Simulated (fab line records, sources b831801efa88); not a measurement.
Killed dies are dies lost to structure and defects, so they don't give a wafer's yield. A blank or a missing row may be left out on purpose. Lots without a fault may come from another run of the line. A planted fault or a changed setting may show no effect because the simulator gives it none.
Matching of chambers | flow sky130 | SKY_VIA1_CMP_24 on cmp-02: 4 sister chambers
The step polishes, stops on SiO2, t overpolish 15 s, target thk 0 nm. 8 wafers are shown with their chamber, then 8 later ones without.

## EACH WAFER AND ITS CHAMBER
wafer  | chamber | motor-current-A (A) | time-to-endpoint-s (s)
L962.1 | 3       | 13.9                | 72
L962.4 | 1       | 8.8                 | 71
L965.3 | 0       | 9.6                 | 74
L965.6 | 3       | 13.7                | 73
L968.1 | 1       | 8.8                 | 71
L968.2 | 2       | 11.3                | 65
L968.3 | 0       | 9.6                 | 75
L969.1 | 2       | 11.3                | 64

## WAFERS WITH NO CHAMBER GIVEN
wafer  | motor-current-A (A) | time-to-endpoint-s (s)
L969.4 | 14.0                | 70
L969.5 | 13.9                | 69
L981.2 | 13.7                | 70
L981.5 | 14.3                | 71
L981.6 | 10.7                | 63
L983.2 | 14.3                | 69
L983.3 | 9.3                 | 69
L983.5 | 9.0                 | 69

## THE CHAMBER EACH PASSED THROUGH
wafer  | from the rows above | in truth
L969.4 | 3                   | 3
L969.5 | 3                   | 3
L981.2 | 3                   | 3
L981.5 | 3                   | 3
L981.6 | 2                   | 2
L983.2 | 3                   | 3
L983.3 | 1                   | 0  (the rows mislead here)
L983.5 | 1                   | 1
Correctly placed: 7 of 8. Number that these rows cannot place: 0. Placed wrongly: 1.
How it was worked out, from the rows above alone: a wafer's distance from a chamber is the root of the sum, over the readings, of the square of ((its reading less the chamber's mean) divided by the reading's scatter). If the next closest chamber is less than 2 further off than the closest, the wafer can't be placed; otherwise it belongs to the closest. A chamber's mean is the mean of its shown wafers. How the scatter is found: for the shown wafers, subtract from each reading the mean of its chamber, square and add these, divide the total by (wafers less chambers), then take the root.
